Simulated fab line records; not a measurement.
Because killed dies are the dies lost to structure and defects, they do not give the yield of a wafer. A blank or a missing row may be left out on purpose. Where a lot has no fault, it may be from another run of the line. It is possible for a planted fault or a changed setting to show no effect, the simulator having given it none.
A lot that was struck, set against a sound lot + flow sky130 + 22 steps out of a route of 708
Sound: these wafers, L845.1, L845.4, L845.5. Wafers struck: L852.3, L852.4, L852.6. The cause is named last.
Per side, at each step with rows, come the tool, then ch with its chambers, and then its first start. Under that, the readings that differ: sound wafers + struck wafers + difference of the means + sigmas: that difference in standard deviations of wafers without a fault.
alike: words and numbers the same on both sides, and readings whose means are apart by under 2 such deviations; not compared: readings that were withheld, readings missing a value for some wafer, numbers with overlapping values and no deviation given by the record, and bounds like >300 which may hide the same value.
The two part at a step that has a row with sigmas, a row that says differs or no value, or rows on one side only. Numbers that have no deviation but don't overlap get no sigmas and don't part them. A reading missing from all wafers of one side parts the sides only when that side holds two or more wafers.

first, 1 step without rows for these wafers: SKY_LOCAL_INTERCONNECT_CLEAN_18 (cleans in O3/DIW).
SKY_CONTACT_CVD_00: deposits Si3N4, target thk 75 nm.
  sound on pecvd-03 ch 0,1, day 31 18:49; struck on pecvd-03 ch 0,1, day 34 20:59
  alike: heaterPowerOuterW, heaterPowerW
SKY_CONTACT_THK_MEAS_01:
  sound: filmMetro-04 at day 31 18:51; struck: filmMetro-04 at day 34 21:02
  alike: CONTACT_CVD_00_THK
then, 1 step without rows for these wafers: SKY_CONTACT_HDPCVD_02 (deposits SiO2, target thk 565 nm, time 94.2 s).
SKY_CONTACT_THK_MEAS_03:
  sound: filmMetro-02 at day 31 18:58; struck: filmMetro-02 at day 34 21:10
  alike: CONTACT_HDPCVD_THK
SKY_CONTACT_CMP_04: polishes SiO2.
  sound on cmp-02 ch 0,1,2, day 31 19:02; struck on cmp-01 ch 0,3, day 34 21:13
  alike: edgeZonePressureFrac, motorCurrentA, platenRpm, slurryFilterDpKPa, timeToEndpointS
SKY_CONTACT_BOW_MEAS_05:
  sound: filmMetro-04 at day 31 19:20; struck: filmMetro-04 at day 34 21:33
| reading          | sound    | struck   | difference | sigmas |
|------------------|----------|----------|------------|--------|
| CONTACT_BOW (um) | 69 77 77 | 88 83 93 | +14        | +2     |
then, 5 steps without rows for these wafers: SKY_CONTACT_DEHYDRATE_06 (time 60 s); SKY_CONTACT_HMDS_07 (prime time 60 s); SKY_CONTACT_COAT_08 (resist thk 60 nm); SKY_CONTACT_COAT_09 (resist thk 450 nm); SKY_CONTACT_SOFTBAKE_10 (time 90 s).
SKY_CONTACT_EXPOSE_11: exposes mask CTM1, target cd 170 nm.
  sound on krfScanner-01 ch 0, day 32 09:28; struck on krfScanner-01 ch 0, day 35 10:31
  alike: mask, stageVelMmS
then, 2 steps without rows for these wafers: SKY_CONTACT_PEB_12; SKY_CONTACT_DEVELOP_13 (develop time 60 s).
SKY_CONTACT_CD_MEAS_14: target cd 170 nm.
  sound: cdSem-02 at day 32 22:04; struck: cdSem-02 at day 35 23:49
| reading   | sound             | struck            | difference | sigmas |
|-----------|-------------------|-------------------|------------|--------|
| cdNm (nm) | 168.8 169.2 168.5 | 166.0 166.0 161.5 | -4.3       | -3     |
SKY_CONTACT_OVL_MEAS_15:
  sound: overlay-01 at day 32 22:11; struck: overlay-02 at day 35 23:54
  alike: CONTACT_OVL
SKY_CONTACT_ETCH_16: etches BARC in N2/H2, stops on SiO2, time 45.9 s, target depth 60 nm.
  sound on rieDiel-01 ch 0,1,3, day 32 22:13; struck on rieDiel-03 ch 0,1,2, day 35 23:55
| reading                 | sound             | struck        | difference | sigmas |
|-------------------------|-------------------|---------------|------------|--------|
| model.CONTACT.cdNm (nm) | 169.3 169.4 169.2 | 166.2 167 161 | -4.6       |        |
  alike: drypumpMotorCurrentA, oesProductAu, throttleValvePct
  not compared: rfHoursCounterH
SKY_CONTACT_ETCH_17: etches SiO2 in C4F8/O2/Ar, stops on Si3N4, target depth 340 nm.
  sound on rieDiel-01 ch 0,1,3, day 32 22:16; struck on rieDiel-03 ch 0,1,2, day 35 23:58
  alike: oesProductAu
SKY_CONTACT_ETCH_18: etches Si3N4 in CHF3/O2, stops on TiN, time 39 s, target depth 75 nm.
  sound on rieDiel-01 ch 0,1,3; struck on rieDiel-03 ch 0,1,2
| reading                 | sound           | struck            | difference | sigmas |
|-------------------------|-----------------|-------------------|------------|--------|
| model.CONTACT.cdNm (nm) | 169 169.7 169.8 | 166.3 166.9 160.7 | -4.9       |        |
  alike: chf3FlowSccm, drypumpMotorCurrentA, oesProductAu, throttleValvePct
  not compared: rfHoursCounterH
SKY_CONTACT_STRIP_19: strips in O2/N2.
  sound on plasmaAsher-02 ch 0,1, day 32 22:22; struck on plasmaAsher-02 ch 0,1, day 36 00:05
| reading                  | sound             | struck            | difference | sigmas |
|--------------------------|-------------------|-------------------|------------|--------|
| stripTimeToEndpointS (s) | 3.636 3.639 3.652 | 3.571 3.577 3.589 | -0.063     | -2     |
  alike: drypumpMotorCurrentA, oesProductAu
  not compared: rfHoursCounterH
-- the record jumps here: 13 days lie between the struck wafers' starts before and after (it left off in module CONTACT and takes up again in module PAD_OPEN, whose first step shown is number 708 of the route) --
SKY_PAD_OPEN_PROBE_99:
  sound: prober-01 at day 46 21:32; struck: prober-01 at day 49 03:05
  alike: killed_at_M0_to_M3, killed_at_M4_up, killedAtContacts, killedAtFrontEnd, killedAtOther, killedDies, killedOpen, killedShort

== WHERE THEY PART ==
Earliest at SKY_CONTACT_BOW_MEAS_05; latest, in this record, at SKY_CONTACT_STRIP_19. Later steps at which nothing parts them and some readings are alike: SKY_PAD_OPEN_PROBE_99.

WHY: what the simulator had put in
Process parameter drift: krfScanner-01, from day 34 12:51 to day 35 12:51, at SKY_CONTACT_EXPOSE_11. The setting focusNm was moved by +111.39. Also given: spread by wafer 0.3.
